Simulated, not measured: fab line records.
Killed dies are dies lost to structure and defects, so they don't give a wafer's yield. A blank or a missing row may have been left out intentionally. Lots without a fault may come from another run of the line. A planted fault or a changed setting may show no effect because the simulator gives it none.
fab line records + flow sfq-line
[record]
- lots = 14
- wafers = 42
- last-day = 78
route steps=325 shown M0@29
lots that met no fault: taken from a fault-free run of the same line
start-h: the number of hours between the record's first day and the start of the first shown wafer of the lot + wait-h: time in hours since the lot's previous step + " unchanged from the row above + L1.1+2: one row covering several wafers at once + - value missing, or start not given + * or withheld: withheld + < > ~ a bound
route shown NAME@n: NAME is a module with steps in the file, n the number in the route of the first one + usual: mean/standard deviation of fault-free wafers + same: alike in all rows + chamber/n: place in a boat + sites: each site's reading + _std_site: the values' standard deviation + _edge_site: the outer-site mean with the inner-site mean subtracted + radius-mm: how far each site lies from the wafer's centre + mask NAME#n: copy n + behind: the last tool/chamber to shape the wafer + hold: reason for holding the lot/hours on hold/outcome of the hold + device: the n, p or np transistor that did not switch + end of line: at the end of the route, the tests of the same wafers + step lacking rows: just its recipe + killed: dies that structure and defects cost at the first sort, which is not the same as the wafer's yield + map: dies across one wafer; x = killed, . = not, _ = none there
set.NAME: the setting the step ran with; set.NAME@STEP: the setting that earlier step ran with + model.NAME: the simulator's own value behind a step, which no gauge read
steps of the route over a sample of lots; a table a step, a row a wafer
services: from which hour (start-h, from the record's first day; less than 0 if before it) a tool's chamber was out of use, for how many hours, and why
[[steps]]
[step SFQ_TRILAYER_M0_DEP_SPUTTER_019]
[recipe]
- material = Nb
- base-pressure-pa = 1.33e-06
- chamber-pressure-pa = 0.1333
- substrate-temp-c = 20
- resputter-cathode-voltage-v = 400
- target-thk-nm = 200
- power-w = 2000
- time-s = 133.3
[usual]
- base-pressure-pa = 1.33e-06/1e-07
- resputter-cathode-voltage-v = 400/3.9
- throttle-valve-pct = 29.7/0.54
| lot.wafer | tool           | chamber | start-h | wait-h | base-pressure-pa | resputter-cathode-voltage-v | throttle-valve-pct |
|-----------|----------------|---------|---------|--------|------------------|-----------------------------|--------------------|
| L580.1    | pvd-sputter-05 | -       | 112.58  | 0.0    | 1.36e-06         | 398                         | 30.2               |
| L580.2    | "              | -       | "       | "      | 1.25e-06         | 406                         | 29.7               |
| L580.6    | "              | -       | "       | "      | 1.23e-06         | 402                         | 29.8               |
| L581.2    | pvd-sputter-05 | -       | 117.38  | 0.0    | 1.29e-06         | 400                         | 29.4               |
| L581.3    | "              | -       | "       | "      | 1.27e-06         | 403                         | 30.1               |
| L581.6    | "              | -       | "       | "      | 1.45e-06         | 393                         | 29.8               |
| L583.1    | pvd-sputter-05 | -       | 127.42  | 0.0    | 1.34e-06         | 400                         | 29.5               |
| L583.2    | "              | -       | "       | "      | 1.26e-06         | 402                         | 29.5               |
| L583.3    | "              | -       | "       | "      | 1.31e-06         | 406                         | 30.0               |
| L584.3    | pvd-sputter-05 | -       | 131.00  | 0.0    | 1.31e-06         | 400                         | 29.5               |
| L584.5    | "              | -       | "       | "      | 1.24e-06         | 398                         | 29.6               |
| L584.6    | "              | -       | "       | "      | 1.4e-06          | 401                         | 29.3               |
| L586.1    | pvd-sputter-06 | -       | 144.30  | 0.0    | 1.25e-06         | 402                         | 29.5               |
| L586.4    | "              | -       | "       | "      | 1.29e-06         | 399                         | 29.7               |
| L586.5    | "              | -       | "       | "      | 1.49e-06         | 402                         | 29.6               |
| L589.1    | pvd-sputter-04 | -       | 158.72  | 0.0    | 1.33e-06         | 402                         | 30.4               |
| L589.2    | "              | -       | "       | "      | 1.55e-06         | 405                         | 30.2               |
| L589.6    | "              | -       | "       | "      | 1.23e-06         | 400                         | 30.1               |
| L590.3    | pvd-sputter-05 | -       | 169.72  | 0.0    | 1.38e-06         | 404                         | 30.4               |
| L590.4    | "              | -       | "       | "      | 1.32e-06         | 401                         | 29.8               |
| L590.6    | "              | -       | "       | "      | 1.27e-06         | 401                         | 30.3               |
| L591.1    | pvd-sputter-04 | -       | 173.10  | 0.0    | 1.44e-06         | 392                         | 29.9               |
| L591.3    | "              | -       | "       | "      | 1.34e-06         | 399                         | 30.2               |
| L591.5    | "              | -       | "       | "      | 1.52e-06         | 402                         | 28.8               |
| L592.2    | pvd-sputter-04 | -       | 179.19  | 0.0    | 1.25e-06         | 405                         | 30.3               |
| L592.3    | "              | -       | "       | "      | 1.12e-06         | 399                         | 30.4               |
| L592.6    | "              | -       | "       | "      | 1.18e-06         | 401                         | 30.2               |
| L597.1    | pvd-sputter-05 | -       | 211.40  | 0.0    | 1.3e-06          | 402                         | 29.6               |
| L597.3    | "              | -       | "       | "      | 1.29e-06         | 395                         | 29.7               |
| L597.4    | "              | -       | "       | "      | 1.28e-06         | 396                         | 30.2               |
| L598.1    | pvd-sputter-04 | -       | 218.40  | 0.0    | 1.43e-06         | 398                         | 28.5               |
| L598.2    | "              | -       | "       | "      | 1.12e-06         | 406                         | 30.5               |
| L598.4    | "              | -       | "       | "      | 1.41e-06         | 405                         | 29.6               |
| L600.1    | pvd-sputter-05 | -       | 228.00  | 0.0    | 1.33e-06         | 397                         | 30.2               |
| L600.3    | "              | -       | "       | "      | 1.28e-06         | 399                         | 29.5               |
| L600.4    | "              | -       | "       | "      | 1.33e-06         | 403                         | 29.7               |
| L601.1    | pvd-sputter-04 | -       | 235.20  | 0.0    | 1.49e-06         | 395                         | 30.1               |
| L601.4    | "              | -       | "       | "      | 1.39e-06         | 396                         | 29.9               |
| L601.5    | "              | -       | "       | "      | 1.3e-06          | 398                         | 28.6               |
| L603.3    | pvd-sputter-05 | -       | 241.20  | 0.0    | 1.42e-06         | 404                         | 30.3               |
| L603.4    | "              | -       | "       | "      | 1.3e-06          | 406                         | 29.5               |
| L603.6    | "              | -       | "       | "      | 1.39e-06         | 401                         | 29.6               |
[step SFQ_M0_RS_MEAS_904]
[recipe]
- thk-meas-gauge = four-point-probe
- reads = Nb_of_TRILAYER_M0_DEP_SPUTTER_019
[usual]
- M0_NB_RS = 0.884/0.012
| lot.wafer | tool          | chamber | start-h | wait-h | hold                     | M0_NB_RS[ohm/sq] |
|-----------|---------------|---------|---------|--------|--------------------------|------------------|
| L580.1    | film-metro-03 | -       | 112.67  | 0.0    | -                        | 0.919            |
| L580.2    | "             | -       | "       | "      | -                        | 0.889            |
| L580.6    | "             | -       | "       | "      | -                        | 0.886            |
| L581.2    | film-metro-02 | -       | 117.49  | 0.1    | -                        | 0.876            |
| L581.3    | "             | -       | "       | "      | -                        | 0.870            |
| L581.6    | "             | -       | "       | "      | -                        | 0.863            |
| L583.1    | film-metro-02 | -       | 127.51  | 0.0    | -                        | 0.896            |
| L583.2    | "             | -       | "       | "      | -                        | 0.876            |
| L583.3    | "             | -       | "       | "      | -                        | 0.893            |
| L584.3    | film-metro-03 | -       | 131.13  | 0.1    | -                        | 0.878            |
| L584.5    | "             | -       | "       | "      | -                        | 0.876            |
| L584.6    | "             | -       | "       | "      | -                        | 0.883            |
| L586.1    | film-metro-03 | -       | 144.39  | 0.0    | -                        | 0.905            |
| L586.4    | "             | -       | "       | "      | -                        | 0.888            |
| L586.5    | "             | -       | "       | "      | -                        | 0.886            |
| L589.1    | film-metro-02 | -       | 158.81  | 0.0    | -                        | 0.860            |
| L589.2    | "             | -       | "       | "      | -                        | 0.856            |
| L589.6    | "             | -       | "       | "      | -                        | 0.858            |
| L590.3    | film-metro-03 | -       | 169.85  | 0.1    | -                        | 0.889            |
| L590.4    | "             | -       | "       | "      | -                        | 0.883            |
| L590.6    | "             | -       | "       | "      | -                        | 0.892            |
| L591.1    | film-metro-01 | -       | 173.19  | 0.0    | -                        | 0.873            |
| L591.3    | "             | -       | "       | "      | -                        | 0.879            |
| L591.5    | "             | -       | "       | "      | -                        | 0.901            |
| L592.2    | film-metro-01 | -       | 179.30  | 0.1    | -                        | 0.877            |
| L592.3    | "             | -       | "       | "      | -                        | 0.877            |
| L592.6    | "             | -       | "       | "      | -                        | 0.879            |
| L597.1    | film-metro-02 | -       | 211.49  | 0.0    | -                        | 0.886            |
| L597.3    | "             | -       | "       | "      | -                        | 0.896            |
| L597.4    | "             | -       | "       | "      | -                        | 0.900            |
| L598.1    | film-metro-03 | -       | 218.49  | 0.0    | await-dispo/0.2h/release | 0.898            |
| L598.2    | "             | -       | "       | "      | await-dispo/0.2h/release | 0.895            |
| L598.4    | "             | -       | "       | "      | await-dispo/0.2h/release | 0.609            |
| L598.1    | film-metro-03 | -       | 218.77  | 0.3    | -                        | 0.896            |
| L598.2    | "             | -       | "       | "      | -                        | 0.895            |
| L598.4    | "             | -       | "       | "      | -                        | 0.609            |
| L600.1    | film-metro-03 | -       | 228.10  | 0.1    | -                        | 0.900            |
| L600.3    | "             | -       | "       | "      | -                        | 0.895            |
| L600.4    | "             | -       | "       | "      | -                        | 0.888            |
| L601.1    | film-metro-01 | -       | 235.30  | 0.0    | await-dispo/0.2h/release | 0.605            |
| L601.4    | "             | -       | "       | "      | await-dispo/0.2h/release | 0.877            |
| L601.5    | "             | -       | "       | "      | await-dispo/0.2h/release | 0.882            |
| L601.1    | film-metro-01 | -       | 235.58  | 0.3    | -                        | 0.606            |
| L601.4    | "             | -       | "       | "      | -                        | 0.876            |
| L601.5    | "             | -       | "       | "      | -                        | 0.883            |
| L603.3    | film-metro-01 | -       | 241.33  | 0.1    | -                        | 0.892            |
| L603.4    | "             | -       | "       | "      | -                        | 0.886            |
| L603.6    | "             | -       | "       | "      | -                        | 0.882            |
[step SFQ_TRILAYER_M0_ETCH_METAL_ETCH_024]
[recipe]
- target = Nb
- stop-on = SiO2
- mask-material = PR
- chemistry = Cl2/Ar
- target-depth-nm = 240
- icp-w = 600
- bias-w = 80
- pressure-mtorr = 10
- time-s = 120
[usual]
- drypump-motor-current-A = 5.93/0.28
- oes-product-au = 0.898/0.0084
[same]
- time-s = 120
| lot.wafer | tool         | chamber | start-h | wait-h | drypump-motor-current-A | oes-product-au | rf-hours-counter-h |
|-----------|--------------|---------|---------|--------|-------------------------|----------------|--------------------|
| L580.1    | rie-metal-02 | 0       | 177.08  | 0.0    | 5.53                    | 0.882          | 110                |
| L580.2    | "            | 1       | "       | "      | 5.76                    | 0.900          | 17                 |
| L580.6    | "            | 1       | "       | "      | 5.74                    | 0.889          | -                  |
| L581.2    | rie-metal-04 | 1       | 179.48  | 0.0    | 6.07                    | 0.901          | 54                 |
| L581.3    | "            | 0       | "       | "      | 5.83                    | 0.900          | -                  |
| L581.6    | "            | 0       | "       | "      | 5.84                    | 0.913          | -                  |
| L583.1    | rie-metal-02 | 0       | 194.97  | 0.0    | 5.56                    | 0.880          | 112                |
| L583.2    | "            | 1       | "       | "      | 5.81                    | 0.908          | 20                 |
| L583.3    | "            | 1       | "       | "      | 5.77                    | 0.892          | -                  |
| L584.3    | rie-metal-02 | 0       | 202.21  | 0.1    | 5.55                    | 0.897          | -                  |
| L584.5    | "            | 0       | "       | "      | 5.58                    | 0.904          | -                  |
| L584.6    | "            | 1       | "       | "      | 5.74                    | 0.891          | -                  |
| L586.1    | rie-metal-01 | 0       | 216.37  | 0.0    | 6.15                    | 0.884          | 29                 |
| L586.4    | "            | 0       | "       | "      | 6.16                    | 0.900          | -                  |
| L586.5    | "            | 0       | "       | "      | 6.19                    | 0.908          | -                  |
| L589.1    | rie-metal-01 | 1       | 231.97  | 0.0    | 6.36                    | 0.913          | 11                 |
| L589.2    | "            | 0       | "       | "      | 6.22                    | 0.910          | 33                 |
| L589.6    | "            | 1       | "       | "      | 6.35                    | 0.923          | -                  |
| L590.3    | rie-metal-01 | 1       | 242.81  | 0.1    | 6.27                    | 0.902          | -                  |
| L590.4    | "            | 0       | "       | "      | 6.21                    | 0.898          | -                  |
| L590.6    | "            | 1       | "       | "      | 6.34                    | 0.895          | -                  |
| L591.1    | rie-metal-02 | 0       | 248.77  | 0.0    | 5.57                    | 0.904          | 123                |
| L591.3    | "            | 1       | "       | "      | 5.76                    | 0.898          | -                  |
| L591.5    | "            | 1       | "       | "      | 5.80                    | 0.880          | -                  |
| L592.2    | rie-metal-02 | 1       | 254.77  | 0.0    | 5.79                    | 0.895          | 31                 |
| L592.3    | "            | 1       | "       | "      | 5.81                    | 0.909          | -                  |
| L592.6    | "            | 0       | "       | "      | 5.58                    | 0.895          | -                  |
| L597.1    | rie-metal-04 | 0       | 287.92  | 0.0    | 5.85                    | 0.896          | 35                 |
| L597.3    | "            | 0       | "       | "      | 5.85                    | 0.895          | -                  |
| L597.4    | "            | 1       | "       | "      | 6.09                    | 0.889          | -                  |
| L598.1    | rie-metal-01 | 1       | 296.32  | 0.0    | 6.34                    | 0.895          | 23                 |
| L598.2    | "            | 0       | "       | "      | 6.22                    | 0.887          | 44                 |
| L598.4    | "            | 0       | "       | "      | 6.24                    | 0.996          | -                  |
| L600.1    | rie-metal-04 | 1       | 305.92  | 0.0    | 6.09                    | 0.888          | 73                 |
| L600.3    | "            | 0       | "       | "      | 5.80                    | 0.882          | -                  |
| L600.4    | "            | 1       | "       | "      | 6.08                    | 0.888          | -                  |
| L601.1    | rie-metal-02 | 1       | 314.32  | 0.0    | 5.81                    | 1.010          | 43                 |
| L601.4    | "            | 1       | "       | "      | 5.78                    | 0.902          | -                  |
| L601.5    | "            | 0       | "       | "      | 5.59                    | 0.898          | -                  |
| L603.3    | rie-metal-02 | 0       | 321.66  | 0.1    | 5.58                    | 0.898          | -                  |
| L603.4    | "            | 1       | "       | "      | 5.75                    | 0.900          | -                  |
| L603.6    | "            | 0       | "       | "      | 5.61                    | 0.895          | -                  |
[[services]]
| tool           | chamber | start-h | hours | kind                   |
|----------------|---------|---------|-------|------------------------|
| rie-metal-02   | 1       | 88.77   | 21.4  | repair                 |
| pvd-sputter-05 | -       | 104.97  | 1.6   | repair                 |
| rie-metal-02   | -       | 117.35  | 0.7   | repair                 |
| rie-metal-01   | 1       | 153.55  | -     | clean                  |
| rie-metal-01   | 1       | 153.55  | 18.4  | scheduled-down         |
| rie-metal-01   | 1       | 153.55  | 18.4  | vent-cycle             |
| pvd-sputter-06 | -       | 163.95  | 7.1   | repair                 |
| pvd-sputter-04 | -       | 179.91  | 0.5   | repair                 |
| rie-metal-04   | -       | 183.36  | 0.2   | repair                 |
| pvd-sputter-04 | 1       | 183.99  | -     | consumable-replace:kit |
| pvd-sputter-04 | 1       | 183.99  | 18.0  | scheduled-down         |
| pvd-sputter-04 | 1       | 183.99  | 18.0  | vent-cycle             |
| pvd-sputter-04 | -       | 208.58  | 2.9   | repair                 |
| pvd-sputter-05 | -       | 213.91  | 6.9   | repair                 |
| rie-metal-04   | -       | 225.93  | 14.6  | pm                     |
| rie-metal-04   | -       | 250.74  | 4.3   | pm                     |
| pvd-sputter-04 | -       | 255.45  | 4.5   | repair                 |
| rie-metal-04   | -       | 257.96  | 6.2   | repair                 |
| pvd-sputter-05 | -       | 272.49  | 0.5   | repair                 |
| pvd-sputter-06 | -       | 280.26  | 1.1   | repair                 |
| rie-metal-04   | -       | 311.05  | 6.7   | repair                 |
[[key]]
[first-sign]
- step = SFQ_M0_RS_MEAS_904
- reading = visit
- direction = added
[effect]
- step = SFQ_M0_RS_MEAS_904
- reading = M0_NB_RS
- direction = down
- sigmas = 23
- usual = 0.884
- struck = 0.607
[effect]
- step = SFQ_TRILAYER_M0_ETCH_METAL_ETCH_024
- reading = oes-product-au
- direction = up
- sigmas = 12
- usual = 0.898
- struck = 1.003
met-at SFQ_TRILAYER_M0_DEP_SPUTTER_019
struck-lots L598,L601
struck-wafers L598.4,L601.1
onset-between 173.10 218.40
[fault]
- kind = process-parameter-drift
- tool = pvd-sputter-04
- chamber = -
- onset-h = 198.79
- steps = SFQ_TRILAYER_M0_DEP_SPUTTER_019
- channel = target-thk-nm
- offset = 87.624
- shape = step
- end-h = 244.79
- acts-in = these-recipes-only
- stated = 200
- scope = struck-wafers-only
